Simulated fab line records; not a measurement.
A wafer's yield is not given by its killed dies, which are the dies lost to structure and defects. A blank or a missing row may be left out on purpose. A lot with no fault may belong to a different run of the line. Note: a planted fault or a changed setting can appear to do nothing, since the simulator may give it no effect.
A struck lot beside a sound one ; flow sky130 ; 17 out of 708 route steps
Sound: the wafers L285.1, L285.3, L285.6. Wafers L290.1, L290.3, L290.5 were the ones struck. At the end, the cause is stated.
Per side, at each step with rows, come the tool, then ch with its chambers, and then its first start. Under that, the readings that differ: sound wafers ; struck wafers ; difference of the means ; sigmas: that difference in standard deviations of wafers without a fault.
alike: readings whose means differ by less than 2 such deviations, and words and numbers that are the same on both sides. not compared: withheld readings, readings that some wafer has no value for, bounds like >300 that may hide the same value, and numbers for which the record gives no deviation and whose values overlap.
The two part at a step that has a row with sigmas, a row that says differs or no value, or rows on one side only. Non-overlapping numbers with no deviation appear without sigmas and do not part them. Lack of a reading on every wafer of one side parts them only where that side has two or more wafers.

first, 1 step without rows for these wafers: SKY_LDD_N_IMPLANT_15.
SKY_LDD_N_STRIP_16: strips in O2/N2.
  sound on plasma-asher-02 ch 0,1, day 21 02:28; struck on plasma-asher-01 ch 0,1, day 21 18:32
  alike: drypump-motor-current-A, oes-product-au, strip-time-to-endpoint-s
  not compared: rf-hours-counter-h
SKY_LDD_N_TW_MEAS_17:
  sound on film-metro-01, day 21 02:34; struck on film-metro-04, day 21 18:38
  alike: LDD_N_TW
then, 7 steps without rows for these wafers: SKY_LDD_P_DEHYDRATE_00 (time 60 s); SKY_LDD_P_HMDS_01 (prime time 60 s); SKY_LDD_P_COAT_02 (resist thk 1140 nm); SKY_LDD_P_SOFTBAKE_03 (time 60 s); SKY_LDD_P_EXPOSE_04 (exposes mask PSDM, target cd 380 nm); SKY_LDD_P_PEB_05; SKY_LDD_P_DEVELOP_06 (develop time 60 s).
SKY_LDD_P_CD_MEAS_07: target cd 380 nm.
  sound on cd-sem-02, day 22 09:01; struck on cd-sem-01, day 23 01:25
reading;sound;struck;difference;sigmas
cd-nm (nm);377.4 377.7 377.2;384.0 386.5 388.6;+8.9;+4
SKY_LDD_P_OVL_MEAS_08:
  sound on overlay-02, day 22 09:08; struck on overlay-02, day 23 01:32
  alike: LDD_P_OVL
SKY_LDD_P_IMPLANT_09:
  sound on implanter-02 ch 0, day 22 09:10; struck on implanter-02 ch 0, day 23 01:53
SKY_LDD_P_STRIP_10: strips in O2/N2.
  sound on plasma-asher-02 ch 0,1, day 22 09:19; struck on plasma-asher-02 ch 0,1, day 23 02:02
  alike: drypump-motor-current-A, oes-product-au, strip-time-to-endpoint-s
  not compared: rf-hours-counter-h
SKY_LDD_P_TW_MEAS_11:
  sound on film-metro-04, day 22 09:25; struck on film-metro-04, day 23 02:28
reading;sound;struck;difference;sigmas
LDD_P_TW;633 632 635;782 784 780;+149;+39
then, 1 step without rows for these wafers: SKY_LDD_HVN_DEHYDRATE_00 (time 60 s).
-- a jump in the record: the struck wafers' starts before and after are 26 days apart (it breaks off in module LDD_HVN and resumes in module PAD_OPEN, where the first step shown is number 708 of the route) --
SKY_PAD_OPEN_PROBE_99:
  sound on prober-02, day 48 06:28; struck on prober-02, day 48 15:38
reading;sound;struck;difference;sigmas
model.etest.tip-p.rs-ohm-sq;6890 6807 6865;3931 3976 3936;-2906;
model.etest.pfet_01v8.r-on-ohm-um;2935 2856 2918;2642 2554 2690;-274;
model.etest.pfet_01v8.drive-ua-um;189.7 196.6 194.2;219 230.3 213.8;+28;
model.etest.sram-pfet-latch.drive-ua-um;155.7 149.2 147.8;161.1 175.3 165;+16.2;
model.etest.pfet_01v8_hvt.drive-ua-um;142.2 145.4 144.6;164 173.5 161.1;+22;
model.etest.pfet_01v8_mvt.drive-ua-um;153 157.3 153.6;164.6 170.7 165.6;+12.3;
model.etest.pfet_01v8_lvt.drive-ua-um;174.5 177.2 173.6;182.1 187.3 180.5;+8.2;
model.etest.ring_1v8.delay-ps;21.75 21.5 21.37;19.95 19.25 20.57;-1.62;
  alike: killed_at_M0_to_M3, killed_at_M4_up, killed-at-contacts, killed-at-front-end, killed-at-other, killed-dies, killed-open, killed-short

## WHERE THEY PART
At SKY_LDD_P_CD_MEAS_07 first; at SKY_LDD_P_TW_MEAS_11 last (within this record only). Later steps at which nothing parts them and some readings are alike: SKY_PAD_OPEN_PROBE_99.

WHY: what the simulator had put in
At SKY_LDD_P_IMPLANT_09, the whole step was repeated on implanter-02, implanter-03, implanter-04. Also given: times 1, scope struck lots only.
